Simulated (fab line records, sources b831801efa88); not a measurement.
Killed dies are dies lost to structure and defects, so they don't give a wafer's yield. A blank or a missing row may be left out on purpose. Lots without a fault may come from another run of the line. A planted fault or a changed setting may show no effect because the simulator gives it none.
Which tool did it? | flow sky130 | 11 lots, 33 wafers sampled, at 7 steps of a route of 708

WHAT THE GAUGES READ, wafer by wafer
SKY_POLY_CUT_OVL_MEAS_09. Usual: POLY_CUT_OVL -2 nm, standard deviation 6.
lot  | measured     | on         | POLY_CUT_OVL (nm) | flag
L278 | day 26 08:28 | overlay-01 | 9 11 3            |
L280 | day 26 19:05 | overlay-01 | -5 -2 -8          |
L279 | day 26 20:20 | overlay-02 | -8 -3 -4          |
L281 | day 26 23:59 | overlay-01 | 4 -6 -6           |
L283 | day 27 13:37 | overlay-01 | -5 0 -7           |
L285 | day 28 09:20 | overlay-02 | 1 -2 9            |
L284 | day 28 09:59 | overlay-01 | 5 -8 -6           |
L286 | day 28 13:43 | overlay-02 | 4 -5 -2           |
L287 | day 28 20:26 | overlay-02 | 2 3 1             |
L291 | day 30 04:46 | overlay-02 | -4 -1 -1          |
L297 | day 32 07:31 | overlay-02 | -8 1 -1           |

SKY_SD_P_TW_MEAS_11. Usual: SD_P_TW 2869, standard deviation 43.
lot  | measured     | on            | SD_P_TW        | flag
L278 | day 27 13:26 | film_metro-01 | 2927 2918 2917 |
L280 | day 28 00:34 | film_metro-01 | 2923 2911 2925 |
L279 | day 28 01:47 | film_metro-01 | 2917 2916 2925 |
L281 | day 28 05:03 | film_metro-04 | 2829 2837 2820 |
L283 | day 28 19:12 | film_metro-02 | 3170 3158 3170 | OFF
L285 | day 29 13:41 | film_metro-02 | 2843 2861 2847 |
L284 | day 29 14:13 | film_metro-04 | 2837 2841 2843 |
L286 | day 29 18:20 | film_metro-01 | 3191 3214 3194 | OFF
L287 | day 30 01:26 | film_metro-01 | 3226 3238 3231 | OFF
L291 | day 31 08:52 | film_metro-04 | 2818 2818 2834 |
L297 | day 33 11:07 | film_metro-02 | 2856 2848 2844 |

SKY_RES_XHIGH_TW_MEAS_09. Usual: RES_XHIGH_TW 1652, standard deviation 18.
lot  | measured     | on            | RES_XHIGH_TW   | flag
L278 | day 28 18:08 | film_metro-02 | 1653 1659 1654 |
L280 | day 29 05:07 | film_metro-04 | 1651 1646 1643 |
L279 | day 29 06:21 | film_metro-02 | 1650 1650 1655 |
L281 | day 29 09:13 | film_metro-04 | 1653 1650 1647 |
L283 | day 29 22:28 | film_metro-01 | 1691 1691 1688 |
L285 | day 30 17:10 | film_metro-01 | 1706 1693 1686 |
L284 | day 30 18:30 | film_metro-04 | 1631 1634 1643 |
L286 | day 30 21:50 | film_metro-04 | 1640 1645 1629 |
L287 | day 31 04:57 | film_metro-04 | 1637 1644 1639 |
L291 | day 32 11:32 | film_metro-04 | 1629 1627 1630 |
L297 | day 34 14:02 | film_metro-02 | 1666 1648 1661 |

SKY_SD_N_RS_MEAS_17: measures by four-point-probe. Usual: SD_P_RS 147.1 ohm/sq, standard deviation 0.37.
lot  | measured     | on            | SD_P_RS (ohm/sq)  | flag
L278 | day 29 22:46 | film_metro-02 | 147.3 147.4 147.4 |
L280 | day 30 09:50 | film_metro-04 | 146.9 147.0 146.6 |
L279 | day 30 11:35 | film_metro-04 | 147.1 147.5 147.2 |
L281 | day 30 14:59 | film_metro-02 | 147.2 147.1 146.6 |
L283 | day 31 02:49 | film_metro-04 | 137.9 138.2 137.7 | OFF
L285 | day 31 21:48 | film_metro-01 | 147.1 147.3 147.8 |
L284 | day 31 22:26 | film_metro-01 | 147.3 146.9 147.0 |
L286 | day 32 01:50 | film_metro-04 | 137.8 137.7 138.2 | OFF
L287 | day 32 09:40 | film_metro-02 | 137.9 138.3 138.1 | OFF
L291 | day 33 14:49 | film_metro-04 | 146.7 146.8 147.0 |
L297 | day 35 17:03 | film_metro-04 | 147.0 147.2 147.1 |

SKY_SD_N_RS_MEAS_18: measures by four-point-probe. Usual: RES_XHIGH_RS 333.3 ohm/sq, standard deviation 1.1.
lot  | measured     | on            | RES_XHIGH_RS (ohm/sq) | flag
L278 | day 29 22:53 | film_metro-02 | 333.3 334.4 334.0     |
L280 | day 30 09:58 | film_metro-04 | 332.1 332.7 331.7     |
L279 | day 30 11:43 | film_metro-04 | 333.4 332.6 333.0     |
L281 | day 30 15:06 | film_metro-02 | 333.4 333.0 333.6     |
L283 | day 31 02:56 | film_metro-04 | 333.6 333.7 333.3     |
L285 | day 31 21:55 | film_metro-01 | 331.6 332.1 332.5     |
L284 | day 31 22:34 | film_metro-01 | 336.3 336.6 334.8     |
L286 | day 32 01:57 | film_metro-04 | 333.0 333.4 332.5     |
L287 | day 32 09:47 | film_metro-02 | 333.9 333.3 333.0     |
L291 | day 33 14:56 | film_metro-04 | 332.8 333.5 333.2     |
L297 | day 35 17:10 | film_metro-04 | 335.6 335.6 336.2     |

WHICH TOOL RAN EACH LOT (tool, then ch and the chambers of the sampled wafers, then the start)
lot  | SKY_SD_P_IMPLANT_09             | SKY_SD_P_STRIP_10
L278 | implanter-03 ch 0, day 27 13:13 | plasma_asher-04 ch 0,1, day 27 13:21
L280 | implanter-04 ch 0, day 28 00:19 | plasma_asher-04 ch 0,1, day 28 00:28
L279 | implanter-03 ch 0, day 28 01:33 | plasma_asher-04 ch 0,1, day 28 01:40
L281 | implanter-04 ch 0, day 28 04:48 | plasma_asher-03 ch 0,1, day 28 04:57
L283 | implanter-03 ch 0, day 28 18:40 | plasma_asher-02 ch 0,1, day 28 19:07
L285 | implanter-04 ch 0, day 29 13:26 | plasma_asher-02 ch 0,1, day 29 13:34
L284 | implanter-04 ch 0, day 29 13:58 | plasma_asher-02 ch 0,1, day 29 14:06
L286 | implanter-03 ch 0, day 29 17:46 | plasma_asher-03 ch 0,1, day 29 18:14
L287 | implanter-04 ch 0, day 30 00:52 | plasma_asher-03 ch 1, day 30 01:19
L291 | implanter-04 ch 0, day 31 08:37 | plasma_asher-02 ch 0,1, day 31 08:46
L297 | implanter-04 ch 0, day 33 10:52 | plasma_asher-03 ch 0,1, day 33 11:01
- SKY_SD_P_IMPLANT_09
- SKY_SD_P_STRIP_10: strips in O2/N2.

WHAT THE TOOLS THEMSELVES READ (means of the sampled wafers that have a number; where no wafer has one, the mark that the record gives instead)
SKY_SD_P_STRIP_10. Usual: drypump_motor_current_A 5.6 A, standard deviation 0.32; oes_product_au 0.618 a.u., standard deviation 0.0041; strip_time_to_endpoint_s 17.52 s, standard deviation 0.035.
lot  | tool            | drypump_motor_current_A (A) | oes_product_au (a.u.) | strip_time_to_endpoint_s (s) | flag
L278 | plasma_asher-04 | 5.7                         | 0.620                 | 17.51                        |
L280 | plasma_asher-04 | 5.4                         | 0.616                 | 17.55                        |
L279 | plasma_asher-04 | 5.7                         | 0.614                 | 17.49                        |
L281 | plasma_asher-03 | 5.3                         | 0.621                 | 17.53                        |
L283 | plasma_asher-02 | 5.8                         | 0.588                 | 18.97                        | OFF
L285 | plasma_asher-02 | 5.8                         | 0.621                 | 17.49                        |
L284 | plasma_asher-02 | 5.8                         | 0.617                 | 17.50                        |
L286 | plasma_asher-03 | 5.3                         | 0.594                 | 18.95                        | OFF
L287 | plasma_asher-03 | 5.3                         | 0.588                 | 18.91                        | OFF
L291 | plasma_asher-02 | 5.8                         | 0.616                 | 17.48                        |
L297 | plasma_asher-03 | 5.3                         | 0.616                 | 17.48                        |

THE ANSWER, worked out from the rows above alone
Rule: a lot is off if the mean of its wafers that have a number lies more than 3 standard deviations from the usual mean. A lot without any number at a reading at which 4 lots or more have one is off too. The other lots that the step has rows for count as sound. The gauges are gone through in route order, then the tools' own readings, and for those a lot's mean is taken as printed above. The first step at which some lot is off is used, and at that step the reading that is off furthest; a lot without a number counts as furthest.
Off: L283, L286, L287, at SKY_SD_P_TW_MEAS_11 (SD_P_TW).
A tool fits if, at a process step before that reading, it ran every lot that is off, and no sound lot after the first of them. The gauges at SKY_SD_P_TW_MEAS_11 aren't tried: what is off there is off at SKY_SD_P_STRIP_10 too, on other tools, and a gauge's error can't cause that. None of those tried fits.

WHAT THE SIMULATOR HAD PUT IN
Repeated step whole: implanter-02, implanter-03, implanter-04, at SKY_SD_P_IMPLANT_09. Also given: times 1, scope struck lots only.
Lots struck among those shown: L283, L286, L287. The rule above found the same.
